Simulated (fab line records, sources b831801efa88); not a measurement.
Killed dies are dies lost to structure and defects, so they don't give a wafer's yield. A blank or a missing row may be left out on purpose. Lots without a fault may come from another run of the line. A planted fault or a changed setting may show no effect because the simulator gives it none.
Chamber matching | flow sky130 | SKY_VIA3_CMP_24 on cmp-01: 4 sister chambers
The step polishes, stops on SiO2, t overpolish 20 s, target thk 0 nm. 27 wafers are shown with their chamber, then 12 later ones without.

WAFERS WITH THEIR CHAMBER
wafer  | chamber | motor_current_A (A) | time_to_endpoint_s (s) | slurry_flow_ml_min
L074.2 | 3       | 11.9                | 99                     | 149.3
L074.4 | 0       | 10.3                | 103                    | 149.2
L074.5 | 2       | 12.6                | 99                     | 148.8
L075.1 | 3       | 11.4                | 101                    | 149.6
L075.2 | 0       | 10.9                | 105                    | 149.7
L075.3 | 2       | 11.8                | 101                    | 150.8
L076.1 | 3       | 11.8                | 97                     | 149.7
L076.5 | 1       | 10.9                | 100                    | 148.6
L076.6 | 0       | 10.0                | 98                     | 150.1
L077.1 | 0       | 10.6                | 100                    | 149.4
L077.2 | 1       | 11.2                | 98                     | 149.1
L077.5 | 0       | 9.9                 | 98                     | 150.2
L078.3 | 3       | 11.7                | 97                     | 150.1
L078.5 | 0       | 11.2                | 99                     | 150.8
L078.6 | 3       | 11.7                | 100                    | 150.3
L081.2 | 1       | 10.3                | 91                     | 149.6
L081.4 | 2       | 12.0                | 92                     | 149.7
L081.5 | 1       | 10.2                | 94                     | 150.4
L083.2 | 2       | 12.0                | 92                     | 150.2
L083.4 | 3       | 12.1                | 91                     | 149.7
L083.6 | 2       | 12.9                | 91                     | 150.1
L085.2 | 0       | 10.4                | 93                     | 149.2
L085.3 | 2       | 12.4                | 90                     | 150.0
L085.6 | 3       | 11.3                | 93                     | 150.3
L089.1 | 0       | 10.2                | 97                     | 149.5
L089.3 | 1       | 10.8                | 99                     | 148.9
L089.6 | 1       | 11.0                | 93                     | 149.8

SIGNATURES (means of the wafers above)
reading            | chamber 0 | chamber 1 | chamber 2 | chamber 3 | scatter within a chamber
motor_current_A    | 10.438    | 10.733    | 12.283    | 11.700    | 0.391
time_to_endpoint_s | 99.12     | 95.83     | 94.17     | 96.86     | 3.9
slurry_flow_ml_min | 149.762   | 149.400   | 149.933   | 149.857   | 0.57
Rule: a wafer's distance from a chamber is the root of the sum, over the readings, of the square of ((its reading less the chamber's mean) divided by the reading's scatter). The wafer belongs to the nearest chamber; if the next one is less than 2 further off, it can't be placed. The scatter: the root of (the sum of the squares of (reading less its chamber's mean) over the shown wafers, divided by (wafers less chambers)).

WAFERS WITHOUT THEIR CHAMBER
wafer  | motor_current_A (A) | time_to_endpoint_s (s) | slurry_flow_ml_min
L091.2 | 10.4                | 97                     | 148.9
L091.4 | 13.2                | 96                     | 149.7
L091.5 | 10.7                | 94                     | 150.1
L093.1 | 13.2                | 98                     | 149.9
L093.4 | 10.7                | 101                    | 150.4
L093.5 | 10.3                | 101                    | 150.4
L095.1 | 10.6                | 96                     | 150.2
L095.2 | 11.7                | 96                     | 149.9
L095.3 | 10.3                | 99                     | 150.3
L097.2 | 11.3                | 94                     | 150.3
L097.5 | 9.8                 | 98                     | 150.3
L097.6 | 10.1                | 97                     | 151.1

WHICH CHAMBER EACH WENT THROUGH
wafer  | from the rows above               | in truth
L091.2 | can't be placed: 1 or 0           | 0
L091.4 | can't be placed: 2 or 3           | 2
L091.5 | can't be placed: 1 or 0 or 3      | 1
L093.1 | can't be placed: 2 or 3           | 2
L093.4 | can't be placed: 0 or 1 or 3      | 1
L093.5 | can't be placed: 0 or 1           | 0
L095.1 | can't be placed: 0 or 1 or 3      | 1
L095.2 | can't be placed: 3 or 2           | 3
L095.3 | can't be placed: 0 or 1           | 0
L097.2 | can't be placed: 3 or 1 or 2 or 0 | 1
L097.5 | can't be placed: 0 or 1           | 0
L097.6 | can't be placed: 0 or 1           | 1
Placed correctly: 0 of 12. Can't be placed from these rows: 12 (the true chamber is among the candidates in 12). Placed wrongly: 0.
